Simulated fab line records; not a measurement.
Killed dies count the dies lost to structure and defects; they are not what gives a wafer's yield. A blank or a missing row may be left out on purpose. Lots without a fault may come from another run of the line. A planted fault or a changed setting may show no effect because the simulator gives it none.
Which tool is to blame?    flow gf180mcu    38 wafers sampled from 13 lots at 1 step of a route of 602

## WHAT EACH GAUGE READ, for each wafer
GF_V5_THK_MEAS_01. Usual: V5_CVD_00_THK typically reads 300 nm, with standard deviation 4.5.
lot   measured      on             V5_CVD_00_THK (nm)  flag
L427  day 26 02:11  film metro-01  303 302 310         
L429  day 26 22:14  film metro-01  297 298 292         
L430  day 27 05:23  film metro-01  306 294 305         
L431  day 27 09:09  film metro-01  293 303 303         
L432  day 27 17:17  film metro-03  297 299 297         
L433  day 28 03:56  film metro-01  294 302 293         
L435  day 28 19:13  film metro-01  301 304             
L443  day 30 21:14  film metro-03  297 298 303         
L444  day 31 15:04  film metro-01  294 298 297         
L445  day 31 15:07  film metro-01  302 305 301         
L446  day 31 19:28  film metro-01  294 294 300         
L447  day 32 02:10  film metro-03  298 294 300         
L449  day 33 01:01  film metro-01  308 300 303         

## WHAT TOOL EACH LOT RAN ON (gives the tool, then ch and the chambers of the sampled wafers, and finally the start)
No process step before these readings appears in the record.

## AS READ BY THE TOOLS THEMSELVES (means over the sampled wafers that have a number; for cases with no such wafer, the mark the record gives instead)
The record holds no such reading with a usual standard deviation.

## THE ANSWER, worked out from the rows above alone
Rule: a lot counts as off when the mean over its wafers that have a number is more than 3 standard deviations away from the usual mean. A lot without any number at a reading at which 4 lots or more have one is off too. The other lots that the step has rows for count as sound. After the gauges, taken in route order, come the tools' own readings; for these a lot's mean is taken, as printed above. At the first step where some lot is off, the reading lying furthest off is the one used; lots without a number count as furthest.
Nothing can be told from this: no lot is off at any reading shown.

## WHAT THE SIMULATOR HAD INSERTED
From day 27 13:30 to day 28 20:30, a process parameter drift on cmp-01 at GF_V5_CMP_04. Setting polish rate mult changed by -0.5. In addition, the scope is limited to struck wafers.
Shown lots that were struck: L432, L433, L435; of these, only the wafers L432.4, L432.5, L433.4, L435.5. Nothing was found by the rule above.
